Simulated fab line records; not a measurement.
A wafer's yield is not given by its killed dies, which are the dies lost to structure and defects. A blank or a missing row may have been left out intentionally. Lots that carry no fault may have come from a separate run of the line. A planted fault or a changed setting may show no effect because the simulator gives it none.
Matching of chambers / flow sky130 / 4 sister chambers for SKY_VIA3_CMP_02 on cmp-01
The step polishes SiO2. 4 wafers are shown with their chamber, then 12 later ones without.

## WAFERS, EACH WITH ITS CHAMBER
wafer=L085.2; chamber=1; motorCurrentA (A)=11.9
wafer=L087.2; chamber=3; motorCurrentA (A)=11.1
wafer=L087.3; chamber=2; motorCurrentA (A)=10.6
wafer=L087.4; chamber=0; motorCurrentA (A)=10.7

## WAFERS WHOSE CHAMBER IS MISSING
wafer=L092.1; motorCurrentA (A)=10.6
wafer=L092.5; motorCurrentA (A)=10.3
wafer=L092.6; motorCurrentA (A)=10.5
wafer=L090.1; motorCurrentA (A)=11.0
wafer=L090.3; motorCurrentA (A)=11.1
wafer=L090.6; motorCurrentA (A)=10.9
wafer=L094.2; motorCurrentA (A)=10.8
wafer=L094.5; motorCurrentA (A)=11.7
wafer=L094.6; motorCurrentA (A)=10.7
wafer=L096.3; motorCurrentA (A)=12.7
wafer=L096.4; motorCurrentA (A)=10.1
wafer=L096.5; motorCurrentA (A)=12.1

## EACH ONE'S CHAMBER
wafer=L092.1; from the rows above=can't be placed: 2 or 0 or 3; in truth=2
wafer=L092.5; from the rows above=can't be placed: 2 or 0 or 3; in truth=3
wafer=L092.6; from the rows above=can't be placed: 2 or 0 or 3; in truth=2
wafer=L090.1; from the rows above=can't be placed: 3 or 0 or 2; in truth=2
wafer=L090.3; from the rows above=can't be placed: 3 or 0 or 2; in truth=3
wafer=L090.6; from the rows above=can't be placed: 3 or 0 or 2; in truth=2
wafer=L094.2; from the rows above=can't be placed: 0 or 2 or 3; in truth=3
wafer=L094.5; from the rows above=can't be placed: 1 or 3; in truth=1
wafer=L094.6; from the rows above=can't be placed: 0 or 2 or 3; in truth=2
wafer=L096.3; from the rows above=1; in truth=1
wafer=L096.4; from the rows above=can't be placed: 2 or 0 or 3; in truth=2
wafer=L096.5; from the rows above=1; in truth=1
Correctly placed: 2 of 12. Not placeable from these rows: 10 (in 10, the candidates include the true chamber). Placed wrongly: 0.
How it was worked out, from the rows above alone: a wafer's distance from a chamber is the root of the sum, over the readings, of the square of ((its reading less the chamber's mean) divided by the reading's scatter). If the next closest chamber is less than 2 further off than the closest, the wafer can't be placed; otherwise it belongs to the closest. Each chamber's mean is taken over the wafers shown for it. The scatter: with one shown wafer a chamber, the root of the mean of the squares of how far each hidden wafer lies from its nearest shown one.
